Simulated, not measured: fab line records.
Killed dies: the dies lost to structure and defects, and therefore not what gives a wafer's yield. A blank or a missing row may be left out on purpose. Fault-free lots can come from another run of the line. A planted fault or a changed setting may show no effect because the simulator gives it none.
Check for tools in common | flow sky130 | Sampled: 14 lots, 42 wafers

## THE REASON FOR OPENING IT
At SKY_VT_ADJUST_LVTN_TW_MEAS_10 the reading VT_ADJUST_LVTN_TW is flagged on 3 of 14 lots. Wafers without a fault read 242.2, standard deviation 1.6.
Rule: a lot gets a flag if all its wafers with a number sit over 4 standard deviations from that mean, or if no wafer of it has a number. The other lots count as sound.

lot  | measured     | on            | VT_ADJUST_LVTN_TW, wafer by wafer | flag
L780 | day 7 02:28  | film-metro-04 | 244.3 243.7 243.3                 |
L782 | day 8 06:04  | film-metro-03 | 240.6 240.1 240.7                 |
L785 | day 9 04:52  | film-metro-03 | 240.8 239.8 239.2                 |
L784 | day 9 05:47  | film-metro-01 | 242.0 242.2 242.1                 |
L787 | day 9 13:41  | film-metro-04 | 242.9 243.6 243.7                 |
L788 | day 9 15:32  | film-metro-04 | 245.0 242.2 244.6                 |
L789 | day 9 19:14  | film-metro-03 | 215.9 216.8 216.4                 | FLAGGED
L790 | day 9 19:23  | film-metro-03 | 241.0 239.4 240.0                 |
L792 | day 10 13:20 | film-metro-03 | 216.8 217.7 215.4                 | FLAGGED
L791 | day 10 15:01 | film-metro-04 | 220.6 219.8 220.7                 | FLAGGED
L795 | day 11 11:46 | film-metro-04 | 243.7 243.9 244.3                 |
L798 | day 12 06:28 | film-metro-04 | 242.7 243.3 243.9                 |
L799 | day 12 11:34 | film-metro-04 | 243.5 243.0 244.5                 |
L802 | day 13 09:39 | film-metro-04 | 241.4 241.0 242.3                 |
The numbers of the flagged lots are 217.8 on average: -24.4 against the usual, or -15 standard deviations.

## EACH LOT AND THE TOOL IT RAN ON
The record keeps 1 process step preceding the reading, out of 708 steps on the route. In each cell: the tool, then ch and the chambers that the sampled wafers went through, then the start.
lot  | flag    | SKY_VT_ADJUST_LVTN_IMPLANT_08
L780 |         | implanter-01 ch 0, day 7 02:13
L782 |         | implanter-02 ch 0, day 8 05:49
L785 |         | implanter-01 ch 0, day 9 04:37
L784 |         | implanter-03 ch 0, day 9 05:33
L787 |         | implanter-03 ch 0, day 9 13:27
L788 |         | implanter-03 ch 0, day 9 15:18
L789 | FLAGGED | implanter-03 ch 0, day 9 19:00
L790 |         | implanter-02 ch 0, day 9 19:10
L792 | FLAGGED | implanter-03 ch 0, day 10 13:06
L791 | FLAGGED | implanter-03 ch 0, day 10 14:46
L795 |         | implanter-01 ch 0, day 11 11:31
L798 |         | implanter-02 ch 0, day 12 06:13
L799 |         | implanter-02 ch 0, day 12 11:19
L802 |         | implanter-01 ch 0, day 13 09:27
What is done by these steps:
- SKY_VT_ADJUST_LVTN_IMPLANT_08
- SKY_VT_ADJUST_LVTN_TW_MEAS_10

## FLAGGED OVER TOTAL, TOOL BY TOOL (the gauges that took the reading come last)
step                          | tool          | lots run | flagged | share of the flagged lots | sound lots run after its first flagged lot
SKY_VT_ADJUST_LVTN_IMPLANT_08 | implanter-01  | 4        | 0       | none                      | -
SKY_VT_ADJUST_LVTN_IMPLANT_08 | implanter-02  | 4        | 0       | none                      | -
SKY_VT_ADJUST_LVTN_IMPLANT_08 | implanter-03  | 6        | 3       | all                       | 0
SKY_VT_ADJUST_LVTN_TW_MEAS_10 | film-metro-01 | 1        | 0       | none                      | -
SKY_VT_ADJUST_LVTN_TW_MEAS_10 | film-metro-03 | 5        | 2       | some                      | 1 (L790)
SKY_VT_ADJUST_LVTN_TW_MEAS_10 | film-metro-04 | 8        | 1       | some                      | 4 (L795,L798,L799,L802)

## WHAT IS ALLOWED BY THE TABLE
Rows of the table that ran each flagged lot: 1, that is implanter-03 at SKY_VT_ADJUST_LVTN_IMPLANT_08.
- implanter-03 at SKY_VT_ADJUST_LVTN_IMPLANT_08 ran 6 lots, 3 of them flagged. Last sound lot L788 at day 9 15:18, first flagged lot L789 at day 9 19:00; a fault beginning in between fits. Its own readings (dose-ions-cm2, faraday-current-uA) fall more than 4 standard deviations out on all wafers of the flagged lots.
What remains is a single tool, implanter-03 at SKY_VT_ADJUST_LVTN_IMPLANT_08.

## WHAT THE SIMULATOR HAD INSERTED
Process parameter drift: implanter-03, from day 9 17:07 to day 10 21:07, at SKY_VT_ADJUST_LVTN_IMPLANT_08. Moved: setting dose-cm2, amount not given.
Lots struck among those shown: L789, L792, L791. The rule above reached the same finding.
